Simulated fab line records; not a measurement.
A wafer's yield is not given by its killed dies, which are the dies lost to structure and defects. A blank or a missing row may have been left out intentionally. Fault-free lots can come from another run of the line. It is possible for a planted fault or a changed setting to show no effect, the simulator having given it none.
Matching of chambers	flow sky130	SKY_METAL3_ETCH_17 on rieDiel-04: 4 sister chambers
The step etches SiO2 in C4F8/O2/Ar, stops on TiN, time 3.9 s, target depth 15 nm. 8 wafers are shown with their chamber, then 7 later ones without.

== WAFERS, EACH WITH ITS CHAMBER ==
wafer	chamber	oesProductAu (a.u.)
L950.4	1	0.758
L950.6	1	0.759
L955.3	2	0.751
L959.3	0	0.742
L959.5	2	0.760
L959.6	3	0.753
L960.3	3	0.749
L960.4	0	0.752

== WAFERS WHOSE CHAMBER IS MISSING ==
wafer	oesProductAu (a.u.)
L960.6	0.772
L961.1	0.749
L961.2	0.753
L961.3	0.753
L962.2	0.754
L962.4	0.757
L962.5	0.756

== WHICH CHAMBER EACH WENT THROUGH ==
wafer	from the rows above	in truth
L960.6	can't be placed: 1 or 2 or 3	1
L961.1	can't be placed: 0 or 3 or 2 or 1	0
L961.2	can't be placed: 3 or 2 or 1 or 0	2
L961.3	can't be placed: 3 or 2 or 1 or 0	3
L962.2	can't be placed: 2 or 3 or 1 or 0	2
L962.4	can't be placed: 1 or 2 or 3 or 0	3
L962.5	can't be placed: 2 or 1 or 3 or 0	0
Correctly placed: 0 of 7. These rows do not allow placing 7 (true chamber among the candidates in 7). 0 placed wrongly.
How it was worked out, from the rows above alone: a wafer's distance from a chamber is the root of the sum, over the readings, of the square of ((its reading less the chamber's mean) divided by the reading's scatter). The wafer belongs to the nearest chamber; if the next one is less than 2 further off, it can't be placed. For every chamber, the mean is computed from those of its wafers that are shown. The scatter is the square root of a quotient: the sum, over the shown wafers, of each reading's squared deviation from its chamber's mean, divided by wafers minus chambers.
